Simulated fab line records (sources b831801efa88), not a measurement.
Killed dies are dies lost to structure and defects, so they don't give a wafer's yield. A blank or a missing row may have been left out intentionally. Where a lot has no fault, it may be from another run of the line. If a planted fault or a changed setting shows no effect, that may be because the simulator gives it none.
fab line records	flow sky130
record lots=11	wafers=33	lastDay=50
route steps=708 shown LOCAL_INTERCONNECT@398 CONTACT@417
lots with no fault: from the same line, run without faults
startH: hours from the record's first day to the start of the lot's first wafer shown	waitH: how many hours have passed since the lot's step before this one	" repeats the value in the row above	L1.1+2: one row covering several wafers at once	- no value, or no start was given	* or withheld: withheld	< > ~ a bound
route shown NAME@n: a module of which the file shows steps, and the number in the route of the first	usual: mean/standard deviation taken from wafers without a fault	same: alike in all rows	chamber/n: place in a boat	sites: each site's reading	_std_site: the standard deviation of these	_edge_site: mean of outer sites minus mean of inner sites	radiusMm: how far each site lies from the wafer's centre	mask NAME#n: copy n	behind: tool/chamber where the wafer was last shaped	hold: reason for holding the lot/hours on hold/outcome of the hold	device: whichever transistor did not switch (one of n, p or np)	end of line: tests run on the same wafers once the route is complete	a step without rows: its recipe alone	killed: dies that structure and defects cost at the first sort, which is not the same as the wafer's yield	map: shows each die of a wafer: x if killed, . if not, _ if none is there
set.NAME: setting as actually run; set.NAME@STEP: the setting as run at that earlier step	model.NAME: the simulator's own value behind a step, which no gauge read
the route's steps for a sample of lots (tables are steps, rows are wafers)
services: the hour from which a tool's chamber was out of use, counted from the record's first day as startH (under 0 if before that day), plus the number of hours and why
## steps
# step SKY_LOCAL_INTERCONNECT_CD_MEAS_11
# recipe targetCdNm=170
# usual cdNm=169.5/1.6
lot.wafer	tool	chamber	startH	waitH	cdNm
L658.2	cdSem-01	-	713.99	-	169.8
L658.3	"	-	"	"	170.0
L658.6	"	-	"	"	169.8
L659.1	cdSem-01	-	724.80	-	168.1
L659.3	"	-	"	"	167.3
L659.6	"	-	"	"	169.2
L660.1	cdSem-01	-	731.47	-	171.1
L660.2	"	-	"	"	172.0
L660.4	"	-	"	"	172.1
L661.2	cdSem-01	-	749.42	-	169.8
L661.3	"	-	"	"	168.8
L661.6	"	-	"	"	169.5
L662.2	cdSem-02	-	749.77	-	168.4
L662.3	"	-	"	"	168.1
L662.6	"	-	"	"	167.8
L664.1	cdSem-02	-	774.87	-	172.6
L664.4	"	-	"	"	173.1
L664.5	"	-	"	"	171.5
L666.1	cdSem-01	-	801.65	-	168.9
L666.2	"	-	"	"	170.5
L666.3	"	-	"	"	169.2
L670.1	cdSem-01	-	814.40	-	168.0
L670.3	"	-	"	"	167.9
L670.6	"	-	"	"	168.8
L671.2	cdSem-02	-	827.14	-	168.2
L671.4	"	-	"	"	168.4
L671.5	"	-	"	"	168.7
L675.1	cdSem-02	-	850.72	-	172.0
L675.3	"	-	"	"	170.6
L675.5	"	-	"	"	171.9
L680.4	cdSem-01	-	890.07	-	172.6
L680.5	"	-	"	"	169.8
L680.6	"	-	"	"	170.9
# step SKY_LOCAL_INTERCONNECT_STRIP_15
# recipe chemistry=O2/N2	powerW=1400	pressureMtorr=1500	platenTempC=withheld	o2FlowSccm=3000	n2FlowSccm=300	overashFraction=0.5
# usual drypumpMotorCurrentA=5.8/0.33	oesProductAu=0.426/0.0044	stripTimeToEndpointS=4.730/0.022
lot.wafer	tool	chamber	startH	waitH	drypumpMotorCurrentA	oesProductAu	rfHoursCounterH	stripTimeToEndpointS
L658.2	plasmaAsher-01	0	714.24	0.0	6.0	0.420	56	4.721
L658.3	"	0	"	"	6.0	0.426	-	4.709
L658.6	"	1	"	"	5.4	0.426	-	4.710
L659.1	plasmaAsher-03	0	725.07	0.0	6.1	0.430	30	4.748
L659.3	"	1	"	"	5.8	0.428	-	4.757
L659.6	"	0	"	"	6.1	0.427	-	4.733
L660.1	plasmaAsher-01	0	731.74	0.0	5.9	0.425	58	4.751
L660.2	"	1	"	"	5.5	0.425	58	4.731
L660.4	"	0	"	"	5.9	0.433	-	4.732
L661.2	plasmaAsher-02	0	749.67	0.0	5.1	0.426	1	4.721
L661.3	"	0	"	"	5.1	0.423	-	4.715
L661.6	"	0	"	"	5.1	0.435	-	4.726
L662.2	plasmaAsher-03	1	750.02	0.0	5.8	0.425	32	4.743
L662.3	"	0	"	"	6.1	0.428	-	4.756
L662.6	"	1	"	"	5.8	0.434	-	4.721
L664.1	plasmaAsher-03	0	775.14	0.0	6.0	0.417	35	4.736
L664.4	"	0	"	"	6.0	0.420	-	4.720
L664.5	"	1	"	"	5.8	0.421	-	4.713
L666.1	plasmaAsher-02	0	801.92	0.0	5.1	0.428	5	4.737
L666.2	"	1	"	"	6.1	0.428	5	4.680
L666.3	"	0	"	"	5.1	0.423	-	4.741
L670.1	plasmaAsher-01	1	814.67	0.0	5.5	0.430	66	4.764
L670.3	"	1	"	"	5.5	0.423	-	4.760
L670.6	"	1	"	"	5.5	0.422	-	4.759
L671.2	plasmaAsher-03	1	827.50	0.1	5.8	0.431	40	4.723
L671.4	"	1	"	"	5.8	0.425	-	4.760
L671.5	"	1	"	"	5.8	0.425	-	4.742
L675.1	plasmaAsher-01	1	850.99	0.0	5.4	0.430	70	4.723
L675.3	"	0	"	"	5.9	0.424	-	4.705
L675.5	"	0	"	"	5.9	0.423	-	4.724
L680.4	plasmaAsher-03	0	890.31	0.1	6.1	0.417	-	4.744
L680.5	"	0	"	"	6.1	0.430	-	4.734
L680.6	"	1	"	"	5.8	0.433	-	4.742
# step SKY_CONTACT_EXPOSE_11
# recipe maskId=CTM1	na=0.8	sourceShape=annular	sigmaInner=0.55	sigmaOuter=0.85	targetCdNm=170	doseMj=38
# usual stageVelMmS=500.00/0.24
lot.wafer	tool	chamber	startH	waitH	mask	stageVelMmS
L658.2	krfScanner-01	0	729.43	-	CTM1#0	499.33
L658.3	"	0	"	"	CTM1#0	500.15
L658.6	"	0	"	"	CTM1#0	499.92
L659.1	krfScanner-01	0	739.75	-	CTM1#0	500.05
L659.3	"	0	"	"	CTM1#0	500.11
L659.6	"	0	"	"	CTM1#0	500.18
L660.1	krfScanner-01	0	746.99	-	CTM1#0	499.73
L660.2	"	0	"	"	CTM1#0	499.55
L660.4	"	0	"	"	CTM1#0	499.71
L661.2	krfScanner-02	0	765.01	-	CTM1#0	500.20
L661.3	"	0	"	"	CTM1#0	499.88
L661.6	"	0	"	"	CTM1#0	500.09
L662.2	krfScanner-01	0	765.59	-	CTM1#0	500.17
L662.3	"	0	"	"	CTM1#0	500.04
L662.6	"	0	"	"	CTM1#0	499.97
L664.1	krfScanner-01	0	789.92	-	CTM1#0	499.99
L664.4	"	0	"	"	CTM1#0	499.97
L664.5	"	0	"	"	CTM1#0	499.91
L666.1	krfScanner-01	0	816.47	-	CTM1#0	499.92
L666.2	"	0	"	"	CTM1#0	499.78
L666.3	"	0	"	"	CTM1#0	499.83
L670.1	krfScanner-02	0	829.32	-	CTM1#0	499.98
L670.3	"	0	"	"	CTM1#0	500.34
L670.6	"	0	"	"	CTM1#0	499.77
L671.2	krfScanner-01	0	842.19	-	CTM1#0	500.08
L671.4	"	0	"	"	CTM1#0	500.03
L671.5	"	0	"	"	CTM1#0	499.95
L675.1	krfScanner-02	0	865.62	-	CTM1#0	500.26
L675.3	"	0	"	"	CTM1#0	499.74
L675.5	"	0	"	"	CTM1#0	499.90
L680.4	krfScanner-02	0	904.53	-	CTM1#0	500.08
L680.5	"	0	"	"	CTM1#0	500.06
L680.6	"	0	"	"	CTM1#0	500.40
# step SKY_CONTACT_OVL_MEAS_15
# usual CONTACT_OVL=-1/4.2
lot.wafer	tool	chamber	startH	waitH	CONTACT_OVL[nm]
L658.2	overlay-01	-	743.32	0.1	-5
L658.3	"	-	"	"	-5
L658.6	"	-	"	"	-7
L659.1	overlay-02	-	753.46	0.1	0
L659.3	"	-	"	"	-5
L659.6	"	-	"	"	2
L660.1	overlay-02	-	761.26	0.1	0
L660.2	"	-	"	"	-2
L660.4	"	-	"	"	5
L661.2	overlay-02	-	778.42	0.1	-5
L661.3	"	-	"	"	-5
L661.6	"	-	"	"	1
L662.2	overlay-01	-	778.94	0.1	-6
L662.3	"	-	"	"	-1
L662.6	"	-	"	"	-5
L664.1	overlay-02	-	803.44	0.1	71
L664.4	"	-	"	"	60
L664.5	"	-	"	"	75
L666.1	overlay-01	-	829.91	0.1	65
L666.2	"	-	"	"	69
L666.3	"	-	"	"	65
L670.1	overlay-01	-	842.51	0.1	0
L670.3	"	-	"	"	-6
L670.6	"	-	"	"	-5
L671.2	overlay-02	-	855.10	0.1	72
L671.4	"	-	"	"	73
L671.5	"	-	"	"	68
L675.1	overlay-02	-	878.37	0.1	4
L675.3	"	-	"	"	2
L675.5	"	-	"	"	1
L680.4	overlay-02	-	917.83	0.1	1
L680.5	"	-	"	"	-4
L680.6	"	-	"	"	-4
# step SKY_CONTACT_RS_MEAS_25
# recipe thkMeasGauge=four-point-probe	reads=W_of_CONTACT_CVD_24+TiN_of_CONTACT_SPUTTER_23
# usual CONTACT_W_RS=0.340/0.0045
lot.wafer	tool	chamber	startH	waitH	CONTACT_W_RS[ohm/sq]
L658.2	filmMetro-01	-	744.71	0.1	0.335
L658.3	"	-	"	"	0.335
L658.6	"	-	"	"	0.337
L659.1	filmMetro-01	-	754.48	0.1	0.344
L659.3	"	-	"	"	0.343
L659.6	"	-	"	"	0.343
L660.1	filmMetro-01	-	762.19	0.1	0.338
L660.2	"	-	"	"	0.347
L660.4	"	-	"	"	0.341
L661.2	filmMetro-01	-	779.41	0.1	0.343
L661.3	"	-	"	"	0.340
L661.6	"	-	"	"	0.340
L662.2	filmMetro-02	-	779.92	0.1	0.339
L662.3	"	-	"	"	0.337
L662.6	"	-	"	"	0.340
L664.1	filmMetro-02	-	804.38	0.1	0.339
L664.4	"	-	"	"	0.341
L664.5	"	-	"	"	0.340
L666.1	filmMetro-01	-	830.88	0.1	0.343
L666.2	"	-	"	"	0.335
L666.3	"	-	"	"	0.340
L670.1	filmMetro-04	-	843.48	0.1	0.350
L670.3	"	-	"	"	0.346
L670.6	"	-	"	"	0.351
L671.2	filmMetro-02	-	856.16	0.2	0.344
L671.4	"	-	"	"	0.348
L671.5	"	-	"	"	0.344
L675.1	filmMetro-01	-	879.30	0.1	0.337
L675.3	"	-	"	"	0.342
L675.5	"	-	"	"	0.345
L680.4	filmMetro-01	-	918.85	0.1	0.340
L680.5	"	-	"	"	0.345
L680.6	"	-	"	"	0.346
## services
tool	chamber	startH	hours	kind
plasmaAsher-01	-	692.92	4.6	repair
krfScanner-02	-	696.54	4.4	pm
krfScanner-01	-	696.58	0.2	repair
krfScanner-02	-	701.30	1.0	pm
krfScanner-02	-	718.23	0.8	pm
plasmaAsher-02	-	733.75	9.0	pm
plasmaAsher-03	-	743.86	1.3	repair
plasmaAsher-02	-	750.87	11.6	repair
krfScanner-02	-	760.79	0.8	pm
plasmaAsher-01	-	781.18	3.2	repair
plasmaAsher-01	-	786.86	2.8	pm
krfScanner-01	-	787.88	0.5	repair
krfScanner-02	-	803.63	1.3	pm
krfScanner-01	-	805.65	1.0	pm
krfScanner-01	-	810.26	0.8	pm
krfScanner-01	-	833.21	4.9	repair
krfScanner-01	-	838.86	1.3	pm
krfScanner-02	-	845.80	0.4	repair
krfScanner-02	-	847.68	3.6	repair
krfScanner-01	-	851.31	3.6	pm
plasmaAsher-03	-	869.06	0.9	repair
krfScanner-02	-	870.30	1.0	pm
krfScanner-02	-	887.12	0.8	pm
plasmaAsher-03	-	900.15	2.8	pm
## key
firstSign step=SKY_CONTACT_OVL_MEAS_15	reading=CONTACT_OVL	direction=up	sigmas=16	usual=-1	struck=69
effect none on later readings
metAt SKY_CONTACT_EXPOSE_11
struckLots L664,L666,L671
testerLeftOut L664,L666,L671
notActingAt SKY_LOCAL_INTERCONNECT_CD_MEAS_11,SKY_LOCAL_INTERCONNECT_STRIP_15,SKY_CONTACT_RS_MEAS_25
onsetBetween 765.59 789.92
fault kind=scannerMatchingOverlay	tool=krfScanner-01	chamber=-	onsetH=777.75	steps=SKY_CONTACT_EXPOSE_11	offset=66.058
# testerLeftOut: of these lots the tester's yield and bins aren't shown, on N5 and GAA mostly nor the transistor test; their killed dies are dies lost to structure and defects alone, not to doping, threshold or leakage, so they don't give the yield
